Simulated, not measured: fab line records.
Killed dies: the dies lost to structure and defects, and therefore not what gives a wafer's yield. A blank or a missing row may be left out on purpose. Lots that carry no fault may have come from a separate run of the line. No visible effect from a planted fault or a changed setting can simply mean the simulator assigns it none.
Which tool was responsible? -- flow sky130 -- Sampling: 7 lots, 21 wafers, 2 of 708 route steps

## WHAT EACH GAUGE READ, for each wafer
SKY_VT_ADJUST_LVTN_TW_MEAS_10.
lot,measured,on,VT_ADJUST_LVTN_TW
L934,day 7 15:17,film_metro-01,241.4 242.5 242.2
L941,day 10 01:00,film_metro-01,242.1 241.3 243.1
L943,day 10 10:07,film_metro-02,242.8 243.3 244.2
L945,day 10 23:25,film_metro-02,244.2 244.1 243.9
L947,day 11 09:19,film_metro-01,243.0 242.9 242.9
L949,day 11 17:14,film_metro-02,239.1 242.0 241.6
L953,day 12 23:53,film_metro-03,237.7 238.0 238.2

## WHICH TOOL RAN EACH LOT (tool, then ch and the chambers of the sampled wafers, then the start)
lot,SKY_NWELL_STRIP_14
L934,"plasma_asher-04 ch 0,1, day 5 07:24"
L941,"plasma_asher-01 ch 0,1, day 7 09:21"
L943,"plasma_asher-04 ch 0,1, day 7 17:25"
L945,"plasma_asher-04 ch 0,1, day 8 05:37"
L947,"plasma_asher-04 ch 0,1, day 8 14:52"
L949,"plasma_asher-01 ch 0,1, day 8 22:07"
L953,"plasma_asher-04 ch 0,1, day 9 23:34"
- SKY_NWELL_STRIP_14: strips in O2/N2.

## THE ANSWER, worked out from the rows above alone
Rule: the usual values come from the lots themselves. The widest of any qualifying gaps counts: lots, ordered by their means at a reading, are off when they make up no more than a third of the lots, leave a main group of 4 or more, and stand apart from it by 3 or more times the standard deviation of that group's means. If all means in a main group match to the digits the tables above print for the reading, that group is not used. A lot without any number at a reading at which 4 lots or more have one is off too. The other lots that the step has rows for count as sound.
No lot is off on any of the readings shown, so nothing can be concluded from this.

## WHAT THE SIMULATOR HAD INSERTED
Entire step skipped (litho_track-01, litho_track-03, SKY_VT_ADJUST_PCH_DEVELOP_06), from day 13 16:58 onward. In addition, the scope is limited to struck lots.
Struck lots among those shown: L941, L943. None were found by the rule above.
